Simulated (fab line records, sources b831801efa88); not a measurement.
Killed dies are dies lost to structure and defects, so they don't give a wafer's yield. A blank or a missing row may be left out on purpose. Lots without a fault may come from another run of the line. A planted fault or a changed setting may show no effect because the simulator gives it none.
A struck lot beside a sound one | flow gf180mcu | 28 steps out of a route of 602
Sound: wafers L899.1, L899.4, L899.6. Struck: wafers L906.2, L906.3, L906.4. The cause comes at the end.
At each step with rows: each side's tool, then ch and its chambers, then its first start. Under that, the readings that differ: sound wafers | struck wafers | difference of the means | sigmas: that difference in standard deviations of wafers without a fault.
alike: readings whose means differ by less than 2 such deviations, and words and numbers that are the same on both sides. not compared: withheld readings, readings that some wafer has no value for, bounds like >300 that may hide the same value, and numbers for which the record gives no deviation and whose values overlap.
The two part at a step that has a row with sigmas, a row that says differs or no value, or rows on one side only. Numbers that don't overlap but have no deviation are shown without sigmas and don't part them. A reading that every wafer of one side lacks parts them only if that side has two wafers or more.

GF_CONTACT_STRIP_18: strips in O2/N2.
  sound on plasma_asher-01 ch 1, day 16 01:29; struck on plasma_asher-02 ch 0,1, day 19 05:24
  reading                     | sound       | struck      | difference | sigmas
  drypump_motor_current_A (A) | 5.4 5.3 5.4 | 6.2 6.3 6.3 | +0.9       | +2
  alike: heater_power_w, oes_product_au
  not compared: rf_hours_counter_h
then, 5 steps without rows for these wafers: GF_CONTACT_CLEAN_19 (cleans in SPM); GF_CONTACT_CLEAN_20 (cleans in DIW); GF_CONTACT_CLEAN_21 (cleans in dHF, time 20 s); GF_CONTACT_SPUTTER_22 (material Ti, target thk 15 nm, time 80.02 s); GF_CONTACT_SPUTTER_23 (material TiN, target thk 10 nm, time 40 s).
GF_CONTACT_CVD_24: deposits W, target thk 300 nm, time 90.339 s.
  sound on cvd_w-02 ch 0,1, day 16 01:53; struck on cvd_w-02 ch 0,1, day 19 05:48
  alike: heater_power_w
GF_CONTACT_RS_MEAS_25: measures by four-point-probe.
  sound on film_metro-01, day 16 01:59; struck on film_metro-04, day 19 05:59
  alike: CONTACT_W_RS
GF_CONTACT_THK_MEAS_26: measures by xrf.
  sound on film_metro-01, day 16 02:07; struck on film_metro-04, day 19 06:05
  reading            | sound       | struck      | difference | sigmas
  CONTACT_W_THK (nm) | 315 316 315 | 293 305 303 | -15        | -3
GF_CONTACT_CMP_27: polishes, stops on SiO2, t overpolish 15 s, target thk 0 nm.
  sound on cmp-02 ch 0,2,3, day 16 02:13; struck on cmp-02 ch 0,1,2, day 19 06:11
  alike: motor_current_A, overpolish_run_s, time_to_endpoint_s
GF_M1_SPUTTER_00: material Ti, target thk 37.5 nm, time 150 s.
  sound on pvd_sputter-03, day 16 02:28; struck on pvd_sputter-03, day 19 06:29
  alike: cathode_dc_power_W, chamber_pressure_pa, throttle_valve_pct
then, 1 step without rows for these wafers: GF_M1_SPUTTER_01 (material TiN, target thk 30 nm, time 25 s).
GF_M1_SPUTTER_02: material AlCu, target thk 450 nm, time 23.9 s.
  sound on pvd_sputter-03, day 16 02:36; struck on pvd_sputter-03, day 19 06:37
  no value came back on the struck wafers for cathode_dc_power_W (W), chamber_pressure_pa (Pa), throttle_valve_pct (%), time_s (s); on the sound wafers cathode_dc_power_W (W) reads 10601 10600 10600
GF_M1_SPUTTER_03: material Ti, target thk 10 nm, time 6.7 s.
  sound on pvd_sputter-03, day 16 02:38; struck on pvd_sputter-03, day 19 06:39
  alike: cathode_dc_power_W, chamber_pressure_pa, throttle_valve_pct
then, 1 step without rows for these wafers: GF_M1_SPUTTER_04 (material TiN, target thk 50 nm, time 41.7 s).
GF_M1_RS_MEAS_05: measures by four-point-probe.
  sound on film_metro-01, day 16 02:41; struck on film_metro-02, day 19 06:48
  reading             | sound                | struck               | difference | sigmas
  M1_ALCU_RS (ohm/sq) | 0.0694 0.0690 0.0705 | 7.1383 7.1979 7.0721 | +7.0665    | +99 or more
GF_M1_THK_MEAS_06: measures by xrf.
  sound on film_metro-01, day 16 02:49; struck on film_metro-02, day 19 06:55
  reading          | sound       | struck   | difference | sigmas
  M1_ALCU_THK (nm) | 449 454 447 | <0 <0 <0 | differs    |
then, 7 steps without rows for these wafers: GF_M1_DEHYDRATE_07 (time 60 s); GF_M1_HMDS_08 (prime time 60 s); GF_M1_COAT_09 (resist thk 1000 nm); GF_M1_SOFTBAKE_10 (time 60 s); GF_M1_EXPOSE_11 (exposes mask Metal1, target cd 230 nm); GF_M1_PEB_12 (peb time 90 s); GF_M1_DEVELOP_13 (develop time 60 s).
GF_M1_CD_MEAS_14: target cd 230 nm.
  sound on cd_sem-02, day 17 01:08; struck on cd_sem-02, day 20 07:45
  alike: cd_nm
GF_M1_OVL_MEAS_15:
  sound on overlay-01, day 17 01:15; struck on overlay-02, day 20 07:51
  reading     | sound   | struck   | difference | sigmas
  M1_OVL (nm) | 5 10 15 | -1 -10 3 | -13        | -2
GF_M1_METAL_ETCH_16: etches the open film in Cl2/BCl3, stops on SiO2, target depth 627.5 nm, time 104.6 s.
  sound on rie_metal-02 ch 0,1, day 17 01:17; struck on rie_metal-04 ch 0,1, day 20 07:53
  reading                | sound                | struck               | difference | sigmas
  throttle_valve_pct (%) | 28.242 28.265 28.275 | 28.229 28.224 28.243 | -0.029     | -3
  alike: drypump_motor_current_A, oes_product_au
  not compared: rf_hours_counter_h
then, 1 step without rows for these wafers: GF_M1_STRIP_17 (strips in O2/N2).

WHERE THEY PART
First at GF_CONTACT_STRIP_18; last, within this record, at GF_M1_METAL_ETCH_16.

WHY: what the simulator had put in
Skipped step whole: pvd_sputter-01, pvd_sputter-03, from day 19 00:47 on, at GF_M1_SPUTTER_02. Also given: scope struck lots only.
